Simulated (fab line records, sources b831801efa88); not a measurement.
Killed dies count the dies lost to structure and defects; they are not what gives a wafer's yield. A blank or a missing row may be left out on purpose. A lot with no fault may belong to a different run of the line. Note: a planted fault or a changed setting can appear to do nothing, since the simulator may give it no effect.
A lot that was struck, set against a sound lot | flow gf180mcu | 30 steps out of a route of 602
Sound: the wafers L711.2, L711.3, L711.4. Struck: wafer L722.5 (L722.1, L722.3, from the same lot, were not struck and are left out); the cause is given at the end.
At each step with rows: each side's tool, then ch and its chambers, then its first start. Under that, the readings that differ: sound wafers | struck wafers | difference of the means | sigmas: that difference in standard deviations of wafers without a fault.
alike: readings with means less than 2 such deviations apart, plus words and numbers identical on both sides. not compared: withheld readings, readings lacking a value on some wafer, bounds such as >300 that could conceal the same value, and numbers that have no deviation in the record and whose values overlap.
The two part at a step that has a row with sigmas, a row that says differs or no value, or rows on one side only. Numbers that have no deviation but don't overlap get no sigmas and don't part them. A reading missing from all wafers of one side parts the sides only when that side holds two or more wafers.

first, 3 steps without rows for these wafers: GF_PSD_EXPOSE_04 (exposes mask Pplus, target cd 400 nm); GF_PSD_PEB_05; GF_PSD_DEVELOP_06 (develop time 60 s).
GF_PSD_CD_MEAS_07: target cd 400 nm.
  sound on cd-sem-01 at day 17 08:40; struck on cd-sem-01 at day 21 08:54
  alike: cd-nm
GF_PSD_OVL_MEAS_08:
  sound on overlay-02 at day 17 08:47; struck on overlay-02 at day 21 09:01
  alike: PSD_OVL
after that, 1 step had no rows for these wafers: GF_PSD_IMPLANT_09.
GF_PSD_STRIP_10: strips in O2/N2.
  sound on plasma-asher-03 ch 0,1, day 17 08:58; struck on plasma-asher-03 ch 0, day 21 09:12
  alike: drypump-motor-current-A, heater-power-w, oes-product-au, strip-time-to-endpoint-s
  not compared: rf-hours-counter-h
GF_PSD_TW_MEAS_11:
  sound on film-metro-01 at day 17 09:04; struck on film-metro-01 at day 21 09:18
  alike: PSD_TW
then, 1 step without rows for these wafers: GF_PSD_CLEAN_12 (cleans in SC1/SC2, time 150 s).
GF_PSD_RTA_13: time 20 s.
  sound on rtp-anneal-01 ch 0, day 17 09:11; struck on rtp-anneal-02 ch 0, day 21 09:25
  reading            | sound          | struck | difference | sigmas
  lamp-power-pct (%) | 40.7 40.6 40.7 | 34.7   | -6.0       | -2
  alike: wafer_temp_C_max
GF_PSD_RS_MEAS_14: the measuring method here is four-point-probe.
  sound on film-metro-01 at day 17 09:16; struck on film-metro-01 at day 21 09:30
  alike: NSD_RS
GF_PSD_RS_MEAS_15: the measuring method here is four-point-probe.
  sound on film-metro-01 at day 17 09:23; struck on film-metro-01 at day 21 09:37
  alike: PSD_RS
GF_SAB_CVD_00: deposits SiO2 from TEOS, target thk 50 nm, time 4.9302 s.
  sound on pecvd-04 ch 0,1, day 17 09:29; struck on pecvd-01 ch 0, day 21 09:44
  reading                              | sound             | struck | difference | sigmas
  model.SiO2_of_SAB_CVD_00.thk-nm (nm) | 50.14 50.94 50.82 | 63.36  | +12.73     |
  alike: heater-power-w
GF_SAB_THK_MEAS_01:
  sound on film-metro-03 at day 17 09:32; struck on film-metro-04 at day 21 09:46
  reading             | sound          | struck | difference | sigmas
  SAB_CVD_00_THK (nm) | 50.2 51.0 50.8 | 63.4   | +12.7      | +22
then, 7 steps without rows for these wafers: GF_SAB_DEHYDRATE_02 (time 60 s); GF_SAB_HMDS_03 (prime time 60 s); GF_SAB_COAT_04 (resist thk 1000 nm); GF_SAB_SOFTBAKE_05 (time 60 s); GF_SAB_EXPOSE_06 (exposes mask SAB, target cd 420 nm); GF_SAB_PEB_07; GF_SAB_DEVELOP_08 (develop time 60 s).
GF_SAB_CD_MEAS_09: target cd 420 nm.
  sound on cd-sem-02 at day 18 07:53; struck on cd-sem-01 at day 22 09:22
  alike: cd-nm
GF_SAB_OVL_MEAS_10:
  sound on overlay-01 at day 18 07:59; struck on overlay-01 at day 22 09:29
  alike: SAB_OVL
GF_SAB_ETCH_11: etches SiO2 in C4F8/O2/Ar, target depth 55 nm, time 8.5 s.
  sound on rie-diel-01 ch 1,2,3, day 18 08:01; struck on rie-diel-01 ch 2, day 22 09:31
  alike: oes-product-au
  not compared: rf-hours-counter-h
then, 1 step without rows for these wafers: GF_SAB_WET_ETCH_12 (etches SiO2 in dHF, target depth 22 nm, time 440 s).
GF_SAB_STRIP_13: strips in O2/N2.
  sound on plasma-asher-03 ch 0,1, day 18 08:10; struck on plasma-asher-02 ch 0, day 22 09:40
  reading                      | sound             | struck | difference | sigmas
  heater-power-w (W)           | 401 334 406       | 287    | -93        | -2
  strip-time-to-endpoint-s (s) | 12.53 12.54 12.56 | 12.62  | +0.08      | +2
  alike: drypump-motor-current-A, oes-product-au
  not compared: rf-hours-counter-h
then, 1 step without rows for these wafers: GF_SALICIDE_CLEAN_00 (cleans in SC1/SC2, time 150 s).
GF_SALICIDE_WET_ETCH_01: etches SiO2 in dHF, target depth 5 nm, time 100 s.
  sound on wet-bench-02 ch 1, day 18 08:20; struck on wet-bench-04 ch 3, day 22 09:49
  reading                              | sound             | struck | difference | sigmas
  model.SiO2_of_SAB_CVD_00.thk-nm (nm) | 39.48 40.36 40.18 | 52.45  | +12.44     |
GF_SALICIDE_SPUTTER_02: material Co, target thk 10 nm, time 20 s.
  sound on pvd-sputter-02 at day 18 08:22; struck on pvd-sputter-04 at day 22 09:52
  alike: throttle-valve-pct
after that, 1 step had no rows for these wafers: GF_PASSIVATION_PROBE_99.

WHERE THEY PART
Earliest at GF_PSD_RTA_13; latest, in this record, at GF_SAB_STRIP_13. Later steps at which nothing parts them and some readings are alike: GF_SALICIDE_SPUTTER_02.

WHY: what had been put in by the simulator
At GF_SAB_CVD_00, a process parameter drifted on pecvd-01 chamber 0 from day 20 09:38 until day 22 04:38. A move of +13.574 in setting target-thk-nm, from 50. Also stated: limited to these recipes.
